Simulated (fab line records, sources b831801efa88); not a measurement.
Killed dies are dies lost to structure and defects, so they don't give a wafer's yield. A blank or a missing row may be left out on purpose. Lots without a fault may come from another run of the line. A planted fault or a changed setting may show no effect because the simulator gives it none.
One fault seen from 2 desks | flow sky130 | each desk has only its own numbers; what lay behind them comes last

THE METROLOGY DESK
What the gauges read, lot by lot, whatever tool the lot ran on: means of the sampled wafers that have a number. A lot is out of limits, marked OUT, if its mean lies more than 4 standard deviations from the usual mean; the brackets give that distance.
Columns: A = VIA2_BOW at SKY_VIA2_BOW_MEAS_03, usual 88 um; B = CAPM_TIN_RS at SKY_CAPM_RS_MEAS_03, usual 6.91 ohm/sq; C = CAPM_TIN_THK at SKY_CAPM_THK_MEAS_04, usual 201.6 nm
lot  | first seen here | A  | B               | C
L680 | day 37 07:43    | 84 | 6.99            | 201.1
L681 | day 37 09:01    | 94 | 6.90            | 203.0
L683 | day 37 18:40    | 92 | 6.87            | 203.9
L682 | day 37 19:58    | 83 | 6.96            | 201.3
L685 | day 38 04:08    | 99 | 6.90            | 200.8
L684 | day 38 05:31    | 88 | 6.84            | 201.7
L686 | day 38 12:40    | 86 | 6.93            | 202.8
L689 | day 39 22:07    | 92 | 6.79            | 203.7
L690 | day 40 06:51    | 85 | 7.64 (+9.9) OUT | 185.6 (-7.0) OUT
L695 | day 41 07:46    | 86 | 7.21 (+4.1) OUT | 192.7
This desk's finding: out of limits on L690, L695; first on L690, day 41 09:29 (CAPM_TIN_RS at SKY_CAPM_RS_MEAS_03). In limits: L680, L681, L683, L682, L685, L684, L686, L689.

THE TOOL OWNER'S DESK: pvd_sputter-03
The tool's own readings at SKY_CAPM_SPUTTER_02 (material TiN, target thk 200 nm, time 166.7 s): means of the sampled wafers that have a number, for each lot that ran on this tool. A lot is out of limits, marked OUT, if its mean lies more than 4 standard deviations from the usual mean; the brackets give that distance.
Columns: A = chamber_pressure_pa at SKY_CAPM_SPUTTER_02, usual 0.4000 Pa; B = throttle_valve_pct at SKY_CAPM_SPUTTER_02, usual 29.8 %
lot  | first seen here | A      | B
L680 | day 38 11:09    | 0.4003 | 30.3
L682 | day 38 23:01    | 0.4011 | 30.3
L685 | day 39 07:16    | 0.3995 | 29.4
L684 | day 39 08:30    | 0.3999 | 29.4
L690 | day 41 09:22    | 0.3991 | 28.8
L695 | day 42 09:22    | 0.3997 | 30.3
This desk's finding: nothing out of limits on any of the 6 lots.

PUT TOGETHER
The metrology desk could have raised an alarm at day 41 09:29, on L690, L695.
The tool owner's desk saw nothing out of limits.
The tool owner's desk has L690, L695 on record, within its limits.
Of the lots named, all ran SKY_CAPM_SPUTTER_02 on pvd_sputter-03.

WHAT THE SIMULATOR HAD PUT IN
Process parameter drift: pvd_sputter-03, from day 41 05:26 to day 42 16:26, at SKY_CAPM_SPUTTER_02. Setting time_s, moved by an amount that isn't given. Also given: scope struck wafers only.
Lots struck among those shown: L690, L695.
Hours from the fault's start to each desk's first reading out of limits: the metrology desk, 4.
